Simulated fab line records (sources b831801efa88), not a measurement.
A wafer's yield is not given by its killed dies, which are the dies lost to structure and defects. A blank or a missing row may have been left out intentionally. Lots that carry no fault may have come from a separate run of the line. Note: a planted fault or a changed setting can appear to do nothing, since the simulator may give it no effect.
Matching of chambers | flow sky130 | SKY_CONTACT_CMP_27 on cmp-02 has 4 sister chambers
The step polishes, stops on SiO2, t overpolish 15 s, target thk 0 nm. 4 wafers are shown with their chamber, then 9 later ones without.

## WAFERS WITH THEIR CHAMBER
wafer  | chamber | motor current A (A)
L221.6 | 2       | 12.1
L223.6 | 1       | 12.5
L224.3 | 3       | 10.5
L224.6 | 0       | 10.2

## WAFERS WITHOUT THEIR CHAMBER
wafer  | motor current A (A)
L228.2 | 10.3
L228.4 | 10.2
L228.5 | 11.2
L232.2 | 11.7
L232.3 | 11.3
L232.5 | 10.8
L236.2 | 12.2
L236.4 | 10.6
L236.5 | 11.7

## EACH ONE'S CHAMBER
wafer  | from the rows above               | in truth
L228.2 | can't be placed: 0 or 3           | 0
L228.4 | can't be placed: 0 or 3           | 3
L228.5 | can't be placed: 3 or 2 or 0 or 1 | 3
L232.2 | can't be placed: 2 or 1 or 3      | 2
L232.3 | can't be placed: 2 or 3 or 0 or 1 | 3
L232.5 | can't be placed: 3 or 0           | 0
L236.2 | can't be placed: 2 or 1           | 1
L236.4 | can't be placed: 3 or 0           | 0
L236.5 | can't be placed: 2 or 1 or 3      | 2
Correctly placed: 0 of 9. Unplaceable from these rows: 9, with the true chamber sitting among the candidates in 9. Placed wrongly: 0.
How it was worked out, from the rows above alone: a wafer's distance from a chamber is the root of the sum, over the readings, of the square of ((its reading less the chamber's mean) divided by the reading's scatter). The wafer belongs to the nearest chamber; if the next one is less than 2 further off, it can't be placed. A chamber's mean is the mean of its shown wafers. The scatter (one wafer shown for each chamber): square how far every hidden wafer sits from the nearest shown wafer, average those squares and take the square root.
